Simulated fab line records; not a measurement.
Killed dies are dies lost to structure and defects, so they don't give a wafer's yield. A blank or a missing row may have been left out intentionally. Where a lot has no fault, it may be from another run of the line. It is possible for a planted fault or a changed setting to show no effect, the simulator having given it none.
fab line records	flow sky130
record: lots: 7	wafers: 21	last_day: 50
route steps=708 shown SONOS_TUNNEL@158 SONOS_ONO@168 PAD_OPEN@708
lots untouched by any fault: they come from a run of this same line in which no faults occurred
start_h: the number of hours between the record's first day and the start of the first shown wafer of the lot	wait_h: hours since the lot's step before	" repeats the value in the row above	L1.1+2: a single row standing in for several wafers	- no value, or no start was given	* or withheld: withheld	< > ~ a bound
route shown NAME@n: a module of which the file shows steps, and the number in the route of the first	usual: the fault-free wafers' mean and standard deviation	same: alike in all rows	chamber/n: place in a boat	sites: each site's reading	_std_site: standard deviation of those values	_edge_site: inner sites' mean taken away from outer sites' mean	radius_mm: for every site, how far away it sits from the centre of the wafer	mask NAME#n: copy n	behind: the tool/chamber that last shaped the wafer	hold: why the lot went on hold/how many hours it stayed there/how the hold came to an end	device: names the non-switching transistor (n, p or np)	end of line: the tests these same wafers got at the end of their route	a step given without rows: its recipe and nothing more	killed: at the first sort, the dies lost to defects and structure; wafer yield is something else	map: the dies of a wafer, with x for killed, . for not killed, _ for no die there
set.NAME: the setting that was run; set.NAME@STEP: the one run at that earlier step	model.NAME: the simulator's own value behind a step, which no gauge read
lots at some steps of the route; a table a step, a row a wafer
services: when a tool's chamber went out of use (start_h, in hours from the record's first day, below 0 if earlier), for how many hours, and the reason
== steps ==
step: SKY_SONOS_TUNNEL_EXPOSE_04
recipe: mask_id: TUNM	na: 0.6	source_shape: conventional	sigma_outer: 0.6	polarization: unpolarized	target_cd_nm: 410	dose_mj: 136
step: SKY_SONOS_TUNNEL_PEB_05
recipe: temp_c: withheld	time_s: *	resist: NOVOLAK
step: SKY_SONOS_TUNNEL_DEVELOP_06
recipe: resist: NOVOLAK	developer: TMAH	develop_time_s: 60	dev_temp_c: 23
step: SKY_SONOS_TUNNEL_CD_MEAS_07
recipe: target_cd_nm: 410
usual: cd_nm: 410.2/2.3
lot.wafer	tool	chamber	start_h	wait_h	cd_nm
L112.1	cd_sem-01	-	289.61	0.1	413.1
L112.5	"	-	"	"	413.3
L112.6	"	-	"	"	412.8
L113.2	cd_sem-02	-	297.89	0.1	409.6
L113.4	"	-	"	"	412.2
L113.5	"	-	"	"	411.9
L115.3	cd_sem-02	-	317.69	0.1	414.4
L115.4	"	-	"	"	414.7
L115.6	"	-	"	"	414.0
L119.1	cd_sem-02	-	345.17	0.1	405.7
L119.3	"	-	"	"	411.4
L119.5	"	-	"	"	408.0
L120.3	cd_sem-02	-	363.01	0.1	405.2
L120.5	"	-	"	"	402.5
L120.6	"	-	"	"	403.8
L121.4	cd_sem-01	-	374.67	0.1	410.3
L121.5	"	-	"	"	410.6
L121.6	"	-	"	"	411.6
L130.3	cd_sem-01	-	443.06	0.1	409.0
L130.4	"	-	"	"	409.9
L130.5	"	-	"	"	411.7
step: SKY_SONOS_TUNNEL_OVL_MEAS_08
usual: SONOS_TUNNEL_OVL: 0.5/1.1
lot.wafer	tool	chamber	start_h	wait_h	SONOS_TUNNEL_OVL[nm]
L112.1	overlay-01	-	289.73	0.1	0.0
L112.5	"	-	"	"	-1.1
L112.6	"	-	"	"	0.1
L113.2	overlay-02	-	297.99	0.1	0.0
L113.4	"	-	"	"	1.0
L113.5	"	-	"	"	0.7
L115.3	overlay-01	-	317.78	0.1	-0.7
L115.4	"	-	"	"	0.7
L115.6	"	-	"	"	-0.7
L119.1	overlay-02	-	345.29	0.1	0.0
L119.3	"	-	"	"	0.7
L119.5	"	-	"	"	-0.2
L120.3	overlay-02	-	363.10	0.1	-0.3
L120.5	"	-	"	"	2.2
L120.6	"	-	"	"	0.4
L121.4	overlay-01	-	374.75	0.1	1.6
L121.5	"	-	"	"	2.8
L121.6	"	-	"	"	1.5
L130.3	overlay-01	-	443.15	0.1	1.8
L130.4	"	-	"	"	-0.1
L130.5	"	-	"	"	0.7
step: SKY_SONOS_TUNNEL_IMPLANT_09
recipe: species: B	energy_kev: 20	dose_cm2: 1e+12	tilt_deg: withheld
step: SKY_SONOS_TUNNEL_WET_ETCH_10
recipe: chemistry: dHF	target_depth_nm: 14	target: SiO2	dilution: 100:1	temp_c: 25	time_s: 280
step: SKY_SONOS_TUNNEL_STRIP_11
recipe: chemistry: SPM	time_s: 600	temp_c: 130
step: SKY_SONOS_TUNNEL_TW_MEAS_12
usual: SONOS_TUNNEL_TW: 199/3
lot.wafer	tool	chamber	start_h	wait_h	SONOS_TUNNEL_TW
L112.1	film_metro-04	-	290.18	0.0	200
L112.5	"	-	"	"	199
L112.6	"	-	"	"	201
L113.2	film_metro-04	-	298.44	0.0	201
L113.4	"	-	"	"	202
L113.5	"	-	"	"	201
L115.3	film_metro-04	-	318.32	0.0	202
L115.4	"	-	"	"	201
L115.6	"	-	"	"	200
L119.1	film_metro-03	-	345.73	0.0	198
L119.3	"	-	"	"	196
L119.5	"	-	"	"	198
L120.3	film_metro-04	-	363.55	0.0	203
L120.5	"	-	"	"	203
L120.6	"	-	"	"	202
L121.4	film_metro-04	-	375.24	0.0	203
L121.5	"	-	"	"	202
L121.6	"	-	"	"	201
L130.3	film_metro-03	-	443.62	0.0	200
L130.4	"	-	"	"	200
L130.5	"	-	"	"	199
step: SKY_SONOS_TUNNEL_CLEAN_13
recipe: chemistry: dHF	time_s: 20	dilution: 100:1	dry: ipa_marangoni
step: SKY_SONOS_ONO_OXIDATION_00
recipe: temp_c: 800	ambient: O2	idle_temp_c: 700	ramp_up_c_per_min: 10	ramp_down_c_per_min: 3	stabilise_s: 600	purge_s: 300	target_thk_a: 26	ox_time_s: 1249
step: SKY_SONOS_ONO_THK_MEAS_01
recipe: reads: SiO2_of_SONOS_ONO_OXIDATION_00
usual: SONOS_ONO_OXIDATION_THK: 2.57/0.056
lot.wafer	tool	chamber	start_h	wait_h	SONOS_ONO_OXIDATION_THK[nm]
L112.1	film_metro-03	-	293.56	0.0	2.54
L112.5	"	-	"	"	2.50
L112.6	"	-	"	"	2.52
L113.2	film_metro-03	-	300.48	0.0	2.45
L113.4	"	-	"	"	2.55
L113.5	"	-	"	"	2.58
L115.3	film_metro-02	-	319.83	0.0	2.55
L115.4	"	-	"	"	2.60
L115.6	"	-	"	"	2.59
L119.1	film_metro-01	-	348.23	0.0	2.62
L119.3	"	-	"	"	2.62
L119.5	"	-	"	"	2.63
L120.3	film_metro-03	-	364.98	0.0	2.63
L120.5	"	-	"	"	2.57
L120.6	"	-	"	"	2.55
L121.4	film_metro-02	-	379.21	0.0	2.53
L121.5	"	-	"	"	2.52
L121.6	"	-	"	"	2.52
L130.3	film_metro-03	-	445.99	0.0	2.57
L130.4	"	-	"	"	2.54
L130.5	"	-	"	"	2.48
step: SKY_SONOS_ONO_CVD_02
recipe: material: Si3N4	precursor: DCS/NH3	target_thk_nm: 10.5	temp_c: 770	time_s: 180	pressure_mtorr: 250
lot.wafer	tool	chamber	start_h	wait_h	model.Si3N4_of_SONOS_ONO_CVD_02.thk_nm
L112.1	lpcvd-02	0	295.26	1.7	10.5
L112.5	"	0	"	"	10.59
L112.6	"	0	"	"	10.52
L113.2	lpcvd-02	1	300.53	0.0	10.58
L113.4	"	1	"	"	10.6
L113.5	"	1	"	"	10.48
L115.3	lpcvd-02	0	321.79	2.0	10.66
L115.4	"	0	"	"	10.58
L115.6	"	0	"	"	10.62
L119.1	lpcvd-02	1	348.80	0.6	8.234
L119.3	"	1	"	"	8.384
L119.5	"	1	"	"	8.445
L120.3	lpcvd-02	1	380.64	15.7	8.199
L120.5	"	1	"	"	8.198
L120.6	"	1	"	"	8.181
L121.4	lpcvd-02	0	380.64	1.4	8.491
L121.5	"	0	"	"	8.279
L121.6	"	0	"	"	8.35
L130.3	lpcvd-02	1	446.03	0.0	10.71
L130.4	"	1	"	"	10.67
L130.5	"	1	"	"	10.49
step: SKY_SONOS_ONO_THK_MEAS_03
recipe: reads: Si3N4_of_SONOS_ONO_CVD_02
usual: SONOS_ONO_CVD_02_THK: 10.52/0.13
lot.wafer	tool	chamber	start_h	wait_h	SONOS_ONO_CVD_02_THK[nm]
L112.1	film_metro-02	-	296.31	0.0	10.54
L112.5	"	-	"	"	10.56
L112.6	"	-	"	"	10.51
L113.2	film_metro-02	-	301.59	0.0	10.57
L113.4	"	-	"	"	10.59
L113.5	"	-	"	"	10.47
L115.3	film_metro-02	-	322.86	0.0	10.69
L115.4	"	-	"	"	10.60
L115.6	"	-	"	"	10.63
L119.1	film_metro-03	-	349.85	0.0	8.21
L119.3	"	-	"	"	8.36
L119.5	"	-	"	"	8.42
L120.3	film_metro-03	-	381.71	0.0	8.24
L120.5	"	-	"	"	8.20
L120.6	"	-	"	"	8.15
L121.4	film_metro-01	-	381.72	0.0	8.49
L121.5	"	-	"	"	8.28
L121.6	"	-	"	"	8.36
L130.3	film_metro-03	-	447.10	0.0	10.76
L130.4	"	-	"	"	10.68
L130.5	"	-	"	"	10.49
step: SKY_SONOS_ONO_CVD_04
recipe: material: SiO2	precursor: SiH4/N2O	target_thk_nm: 5.7199	temp_c: 900	pressure_mtorr: 400
step: SKY_PAD_OPEN_PROBE_99
usual: killed_at_M0_to_M3: 45/7.5	killed_at_M4_up: 2.8/1.9	killed_at_contacts: 25/5.5	killed_at_front_end: 14/4	killed_at_other: 0.3/0.75	killed_dies: 87/9.4	killed_open: 47/6.6	killed_short: 39/6.6
same: gross_dies: 492	killed_at_back_side: 0
lot.wafer	tool	chamber	start_h	wait_h	killed_at_M0_to_M3	killed_at_M4_up	killed_at_contacts	killed_at_front_end	killed_at_other	killed_dies	killed_open	killed_short	model.etest.sonos_erased.drive_ua_um	model.etest.sonos_uncharged.r_on_ohm_um	model.etest.cap_ono.gate_log10_a_cm2	model.etest.cap_ono.gate_bv_v	model.etest.cap_ono.tox_acc_nm	model.etest.sonos_programmed.vt_v	model.etest.sonos_erased.vt_v	model.etest.sonos_baked.vt_less_v
L112.1	prober-01	-	1111.37	0.1	53	0	20	10	0	83	46	37	175.2	799.8	-7.812	16.05	12.82	1.504	-2.298	-0.5771
L112.5	prober-01	-	1111.57	0.2	45	2	30	16	0	93	45	48	206.5	791.3	-7.908	16.42	12.84	1.396	-2.325	-0.4863
L112.6	prober-01	-	1111.62	0.2	52	5	16	16	7	96	50	39	215	791.4	-7.736	15.96	12.67	1.518	-2.398	-0.5177
L113.2	prober-02	-	1115.11	0.1	36	1	35	23	1	96	58	38	187.1	812	-7.874	16.36	12.84	1.44	-2.302	-0.4929
L113.4	prober-02	-	1115.21	0.2	51	6	31	12	0	100	53	47	169.9	804.8	-7.858	16.23	12.8	1.494	-2.282	-0.5474
L113.5	prober-02	-	1115.26	0.2	32	2	31	20	1	86	42	44	169.6	838.6	-7.923	16.15	12.85	1.44	-2.273	-0.4528
L115.3	prober-02	-	1133.53	0.2	44	6	25	15	0	90	47	43	200.8	810.4	-8.054	16.64	12.99	1.409	-2.266	-0.4887
L115.4	prober-02	-	1133.58	0.2	47	3	23	19	1	93	48	45	184	819.1	-7.854	16.8	12.83	1.455	-2.274	-0.4601
L115.6	prober-02	-	1133.68	0.2	43	1	23	15	0	82	48	34	177.1	832.8	-7.994	16.15	12.97	1.435	-2.234	-0.5199
L119.1	prober-02	-	1160.32	0.1	60	3	23	12	1	99	62	37	189	784.6	-6.593	15.2	11.9	1.821	-2.469	-0.747
L119.3	prober-02	-	1160.42	0.2	39	3	26	13	1	82	45	37	241.6	764.5	-6.591	15.38	11.88	1.822	-2.519	-0.7143
L119.5	prober-02	-	1160.52	0.2	69	1	15	11	0	96	58	38	231.5	762.8	-6.731	15.32	11.9	1.796	-2.524	-0.696
L121.4	prober-01	-	1171.38	0.2	51	1	23	10	2	87	54	33	262.9	783.5	-6.846	15.35	11.98	1.799	-2.567	-0.7322
L121.5	prober-01	-	1171.43	0.2	48	2	24	13	0	87	40	47	276.7	753.1	-6.482	15.31	11.71	1.833	-2.592	-0.7656
L121.6	prober-01	-	1171.48	0.2	49	1	36	13	0	99	49	50	210.4	775.6	-6.527	15.21	11.78	1.902	-2.523	-0.8474
L120.3	prober-02	-	1175.28	0.2	45	2	14	16	1	78	44	34	209.8	758	-6.239	14.88	11.53	1.86	-2.502	-0.7462
L120.5	prober-02	-	1175.38	0.2	47	1	25	18	0	91	48	43	225.8	733	-6.184	14.48	11.52	1.82	-2.503	-0.7083
L120.6	prober-02	-	1175.43	0.2	44	2	24	8	1	79	35	44	235.2	764.5	-6.087	14.91	11.45	1.859	-2.534	-0.724
L130.3	prober-02	-	1207.61	0.2	31	1	32	10	0	74	40	34	148.8	812.3	-8.083	16.48	12.96	1.391	-2.185	-0.4583
L130.4	prober-02	-	1207.66	0.2	44	4	27	20	1	96	47	49	167.3	815.6	-8.214	17.26	13.09	1.372	-2.172	-0.4537
L130.5	prober-02	-	1207.71	0.2	46	3	22	20	1	92	49	43	192.1	803.2	-7.876	16.39	12.89	1.448	-2.283	-0.479
killed by level:class
L112.1 VIA1:geometric_particle:open=13 VIA2:geometric_particle:open=9 LI_CONTACT:geometric_particle:open=7 LOCAL_INTERCONNECT:geometric_particle:short=6 METAL2:geometric_particle:short=6 METAL1:geometric_particle:short=5 VIA3:geometric_particle:short=5 VIA3:geometric_particle:open=5
L112.5 CONTACT:geometric_particle:open=9 LOCAL_INTERCONNECT:geometric_particle:short=7 METAL2:geometric_particle:short=7 LI_CONTACT:geometric_particle:open=6 VIA2:geometric_particle:open=6 VIA3:geometric_particle:open=6 METAL3:geometric_particle:short=6 FIELD_ISO:geometric_particle:short=5
L112.6 VIA3:geometric_particle:open=11 VIA1:geometric_particle:open=9 CONTACT:geometric_particle:open=7 PASSIVATION:area_etch=7 VIA2:geometric_particle:open=6 VIA3:geometric_particle:short=6 FIELD_ISO:geometric_particle:open=5 FIELD_ISO:geometric_particle:short=4
L113.2 CONTACT:geometric_particle:open=13 POLY_GATE:geometric_particle:open=10 VIA1:geometric_particle:open=8 FIELD_ISO:geometric_particle:open=6 LI_CONTACT:geometric_particle:open=6 VIA1:geometric_particle:short=6 LI_CONTACT:geometric_particle:short=5 CONTACT:geometric_particle:short=5
L113.4 CONTACT:geometric_particle:open=12 VIA1:geometric_particle:open=12 VIA1:geometric_particle:short=10 CONTACT:geometric_particle:short=9 VIA3:geometric_particle:open=8 METAL1:geometric_particle:short=6 FIELD_ISO:geometric_particle:short=5 POLY_GATE:geometric_particle:open=4
L113.5 CONTACT:geometric_particle:short=8 CONTACT:geometric_particle:open=7 METAL1:geometric_particle:short=6 LI_CONTACT:geometric_particle:open=6 VIA1:geometric_particle:open=6 LOCAL_INTERCONNECT:geometric_particle:short=6 FIELD_ISO:geometric_particle:open=5 POLY_GATE:geometric_particle:open=5
L115.3 VIA1:geometric_particle:open=13 CONTACT:geometric_particle:open=10 VIA3:geometric_particle:open=9 CONTACT:geometric_particle:short=6 LOCAL_INTERCONNECT:geometric_particle:short=5 METAL2:geometric_particle:short=5 METAL1:geometric_particle:short=4 VIA1:geometric_particle:short=4
L115.4 VIA1:geometric_particle:open=10 LI_CONTACT:geometric_particle:open=9 METAL1:geometric_particle:short=9 POLY_GATE:geometric_particle:short=7 CONTACT:geometric_particle:open=6 VIA3:geometric_particle:open=6 METAL2:geometric_particle:short=6 VIA2:geometric_particle:open=5
L115.6 VIA1:geometric_particle:open=10 CONTACT:geometric_particle:open=8 LI_CONTACT:geometric_particle:open=7 VIA2:geometric_particle:open=7 METAL2:geometric_particle:short=7 VIA1:geometric_particle:short=6 POLY_GATE:geometric_particle:open=5 FIELD_ISO:geometric_particle:open=4
L119.1 VIA1:geometric_particle:open=16 VIA3:geometric_particle:open=13 VIA2:geometric_particle:open=8 LI_CONTACT:geometric_particle:open=7 CONTACT:geometric_particle:open=6 POLY_GATE:geometric_particle:short=5 VIA2:geometric_particle:short=5 LOCAL_INTERCONNECT:geometric_particle:short=4
L119.3 VIA2:geometric_particle:open=9 CONTACT:geometric_particle:open=9 LI_CONTACT:geometric_particle:open=6 METAL1:geometric_particle:short=6 CONTACT:geometric_particle:short=5 VIA3:geometric_particle:open=5 METAL2:geometric_particle:short=5 VIA1:geometric_particle:open=4
L119.5 VIA1:geometric_particle:open=19 VIA2:geometric_particle:open=12 VIA3:geometric_particle:open=8 METAL2:geometric_particle:short=8 LI_CONTACT:geometric_particle:open=6 LOCAL_INTERCONNECT:geometric_particle:short=5 VIA2:geometric_particle:short=5 POLY_GATE:geometric_particle:short=4
L121.4 CONTACT:geometric_particle:open=11 VIA3:geometric_particle:open=11 VIA1:geometric_particle:open=10 VIA2:geometric_particle:open=8 LI_CONTACT:geometric_particle:open=6 VIA3:geometric_particle:short=5 METAL3:geometric_particle:short=5 METAL2:geometric_particle:short=4
L121.5 VIA1:geometric_particle:open=11 METAL1:geometric_particle:short=9 METAL2:geometric_particle:short=8 FIELD_ISO:geometric_particle:short=7 VIA2:geometric_particle:open=7 LI_CONTACT:geometric_particle:short=6 LI_CONTACT:geometric_particle:open=5 CONTACT:geometric_particle:short=5
L121.6 CONTACT:geometric_particle:open=13 VIA2:geometric_particle:open=12 METAL1:geometric_particle:short=7 VIA1:geometric_particle:open=7 LI_CONTACT:geometric_particle:open=6 LOCAL_INTERCONNECT:geometric_particle:short=6 CONTACT:geometric_particle:short=6 FIELD_ISO:geometric_particle:short=5
L120.3 VIA1:geometric_particle:open=11 VIA3:geometric_particle:open=8 METAL2:geometric_particle:short=6 VIA2:geometric_particle:open=6 FIELD_ISO:geometric_particle:open=5 CONTACT:geometric_particle:short=5 FIELD_ISO:geometric_particle:short=4 LI_CONTACT:geometric_particle:short=4
L120.5 VIA1:geometric_particle:short=11 VIA1:geometric_particle:open=11 CONTACT:geometric_particle:open=9 LI_CONTACT:geometric_particle:open=7 CONTACT:geometric_particle:short=6 VIA2:geometric_particle:open=6 FIELD_ISO:geometric_particle:open=5 FIELD_ISO:geometric_particle:short=5
L120.6 VIA1:geometric_particle:open=9 VIA2:geometric_particle:open=7 LI_CONTACT:geometric_particle:open=6 CONTACT:geometric_particle:open=6 VIA1:geometric_particle:short=5 CONTACT:geometric_particle:short=5 METAL1:geometric_particle:short=5 VIA3:geometric_particle:short=5
L130.3 CONTACT:geometric_particle:open=11 LI_CONTACT:geometric_particle:open=10 LOCAL_INTERCONNECT:geometric_particle:short=6 VIA1:geometric_particle:open=6 VIA1:geometric_particle:short=5 METAL1:geometric_particle:short=4 VIA2:geometric_particle:open=4 VIA3:geometric_particle:open=4
L130.4 CONTACT:geometric_particle:open=10 VIA1:geometric_particle:open=9 VIA3:geometric_particle:open=9 CONTACT:geometric_particle:short=7 FIELD_ISO:geometric_particle:short=6 POLY_GATE:geometric_particle:open=6 METAL1:geometric_particle:short=6 VIA1:geometric_particle:short=5
L130.5 VIA1:geometric_particle:open=18 LOCAL_INTERCONNECT:geometric_particle:short=7 METAL1:geometric_particle:short=6 POLY_GATE:geometric_particle:open=5 CONTACT:geometric_particle:open=5 FIELD_ISO:geometric_particle:short=4 FIELD_ISO:geometric_particle:open=4 LI_CONTACT:geometric_particle:short=4
== services ==
tool	chamber	start_h	hours	kind
lpcvd-02	-	362.89	14.6	pm
== key ==
first_sign: step: SKY_SONOS_ONO_THK_MEAS_03	reading: SONOS_ONO_CVD_02_THK	direction: down	sigmas: 17	usual: 10.52	struck: 8.30
effect none on later readings
model_effect: step: SKY_SONOS_ONO_CVD_02	value: Si3N4_of_SONOS_ONO_CVD_02.thk_nm	without: 10.52	struck: 8.307
model_effect: step: SKY_PAD_OPEN_PROBE_99	value: etest.sonos_erased.drive_ua_um	without: 190	struck: 231.4
met_at SKY_SONOS_ONO_CVD_02
struck_wafers L119.1,L119.3,L119.5,L120.3,L120.5,L120.6,L121.4,L121.5,L121.6
tester_left_out L119,L120,L121
onset_between 321.79 348.80
fault: kind: process_parameter_drift	tool: lpcvd-02	chamber: -	onset_h: 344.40	steps: SKY_SONOS_ONO_CVD_02	channel: target_thk_nm	offset: -2.2173	shape: step	end_h: 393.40	acts_in: these_recipes_only	stated: 10.5
tester_left_out: of these lots the tester's yield and bins aren't shown, on N5 and GAA mostly nor the transistor test; their killed dies are dies lost to structure and defects alone, not to doping, threshold or leakage, so they don't give the yield
